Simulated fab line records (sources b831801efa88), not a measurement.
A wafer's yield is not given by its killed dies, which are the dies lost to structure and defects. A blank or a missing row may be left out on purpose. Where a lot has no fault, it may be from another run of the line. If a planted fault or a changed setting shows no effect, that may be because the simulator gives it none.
What tool caused it? || flow gf180mcu || Sampling: 11 lots, 33 wafers, 4 of 602 route steps

WHAT EACH GAUGE READ, for each wafer
GF_MIM_RS_MEAS_10: measures by four-point-probe.
{"lot": "L426", "measured": "day 24 12:59", "on": "film metro-04", "MIM_ALCU_RS (ohm/sq)": "0.1619 0.1630 0.1603"}
{"lot": "L427", "measured": "day 24 21:42", "on": "film metro-03", "MIM_ALCU_RS (ohm/sq)": "0.1618 0.1615 0.1619"}
{"lot": "L430", "measured": "day 26 04:53", "on": "film metro-04", "MIM_ALCU_RS (ohm/sq)": "0.1628 0.1632 0.1617"}
{"lot": "L433", "measured": "day 27 01:17", "on": "film metro-02", "MIM_ALCU_RS (ohm/sq)": "0.1613 0.1631 0.1626"}
{"lot": "L434", "measured": "day 27 03:11", "on": "film metro-04", "MIM_ALCU_RS (ohm/sq)": "0.1606 0.1600 0.1604"}
{"lot": "L436", "measured": "day 28 05:32", "on": "film metro-04", "MIM_ALCU_RS (ohm/sq)": "0.1593 0.1598 0.1589"}
{"lot": "L438", "measured": "day 28 15:47", "on": "film metro-03", "MIM_ALCU_RS (ohm/sq)": "0.1614 0.1614 0.1615"}
{"lot": "L440", "measured": "day 29 04:35", "on": "film metro-02", "MIM_ALCU_RS (ohm/sq)": "0.1606 0.1568 0.1561"}
{"lot": "L441", "measured": "day 29 13:32", "on": "film metro-02", "MIM_ALCU_RS (ohm/sq)": "0.0889 0.1583 0.1584"}
{"lot": "L443", "measured": "day 30 03:38", "on": "film metro-03", "MIM_ALCU_RS (ohm/sq)": "0.0905 0.1612 0.1641"}
{"lot": "L449", "measured": "day 31 22:02", "on": "film metro-02", "MIM_ALCU_RS (ohm/sq)": "0.1581 0.1609 0.1579"}

WHAT TOOL EACH LOT RAN ON (gives the tool, then ch and the chambers of the sampled wafers, and finally the start)
{"lot": "L426", "GF_V4_ETCH_16": "rie diel-03 ch 0,1, day 24 11:11", "GF_MIM_SPUTTER_02": "pvd sputter-04, day 24 12:40", "GF_MIM_SPUTTER_08": "pvd sputter-01, day 24 12:54"}
{"lot": "L427", "GF_V4_ETCH_16": "rie diel-02 ch 0,2,3, day 24 19:36", "GF_MIM_SPUTTER_02": "pvd sputter-04, day 24 21:22", "GF_MIM_SPUTTER_08": "pvd sputter-02, day 24 21:36"}
{"lot": "L430", "GF_V4_ETCH_16": "rie diel-03 ch 1,2, day 26 03:06", "GF_MIM_SPUTTER_02": "pvd sputter-01, day 26 04:35", "GF_MIM_SPUTTER_08": "pvd sputter-02, day 26 04:49"}
{"lot": "L433", "GF_V4_ETCH_16": "rie diel-02 ch 0,1, day 26 23:21", "GF_MIM_SPUTTER_02": "pvd sputter-02, day 27 01:00", "GF_MIM_SPUTTER_08": "pvd sputter-01, day 27 01:13"}
{"lot": "L434", "GF_V4_ETCH_16": "rie diel-02 ch 0,1,3, day 27 01:20", "GF_MIM_SPUTTER_02": "pvd sputter-04, day 27 02:52", "GF_MIM_SPUTTER_08": "pvd sputter-02, day 27 03:05"}
{"lot": "L436", "GF_V4_ETCH_16": "rie diel-02 ch 1,3, day 28 03:42", "GF_MIM_SPUTTER_02": "pvd sputter-01, day 28 05:16", "GF_MIM_SPUTTER_08": "pvd sputter-02, day 28 05:29"}
{"lot": "L438", "GF_V4_ETCH_16": "rie diel-04 ch 0,3, day 28 13:59", "GF_MIM_SPUTTER_02": "pvd sputter-04, day 28 15:30", "GF_MIM_SPUTTER_08": "pvd sputter-01, day 28 15:44"}
{"lot": "L440", "GF_V4_ETCH_16": "rie diel-02 ch 1,2,3, day 29 02:41", "GF_MIM_SPUTTER_02": "pvd sputter-02, day 29 04:17", "GF_MIM_SPUTTER_08": "pvd sputter-04, day 29 04:31"}
{"lot": "L441", "GF_V4_ETCH_16": "rie diel-02 ch 0,1, day 29 11:45", "GF_MIM_SPUTTER_02": "pvd sputter-02, day 29 13:14", "GF_MIM_SPUTTER_08": "pvd sputter-01, day 29 13:28"}
{"lot": "L443", "GF_V4_ETCH_16": "rie diel-03 ch 0,1,2, day 30 01:51", "GF_MIM_SPUTTER_02": "pvd sputter-02, day 30 03:20", "GF_MIM_SPUTTER_08": "pvd sputter-01, day 30 03:34"}
{"lot": "L449", "GF_V4_ETCH_16": "rie diel-02 ch 1,3, day 31 19:59", "GF_MIM_SPUTTER_02": "pvd sputter-02, day 31 21:44", "GF_MIM_SPUTTER_08": "pvd sputter-02, day 31 21:58"}
- GF_V4_ETCH_16: etches BARC in N2/H2.
- GF_MIM_SPUTTER_02: material AlCu, target thk 450 nm, time 23.9 s.
- GF_MIM_SPUTTER_08: material AlCu, target thk 200 nm, time 10.6 s.

THE ANSWER, worked out from the rows above alone
Rule: usual is defined by the lots themselves. The widest of any qualifying gaps counts: lots, ordered by their means at a reading, are off when they make up no more than a third of the lots, leave a main group of 4 or more, and stand apart from it by 3 or more times the standard deviation of that group's means. If all means in a main group match to the digits the tables above print for the reading, that group is not used. A lot without any number at a reading at which 4 lots or more have one is off too. All remaining lots with rows at the step are treated as sound.
Off: L441, L443, at GF_MIM_RS_MEAS_10 (MIM_ALCU_RS). The main group: mean 0.1607 ohm/sq, standard deviation 0.0016.
A tool fits if, at a process step before that reading, it ran every lot that is off, and no sound lot after the first of them. The gauges at GF_MIM_RS_MEAS_10 are tried like those tools. One candidate fits, namely pvd sputter-01 at GF_MIM_SPUTTER_08. A fault onset in the window from L438 (day 28 15:44, its last sound lot) to L441 (day 29 13:28, its first lot off) fits.

WHAT THE SIMULATOR HAD PUT IN
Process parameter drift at GF_MIM_SPUTTER_08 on pvd sputter-01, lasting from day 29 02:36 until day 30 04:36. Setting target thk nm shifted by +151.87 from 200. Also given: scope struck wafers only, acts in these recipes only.
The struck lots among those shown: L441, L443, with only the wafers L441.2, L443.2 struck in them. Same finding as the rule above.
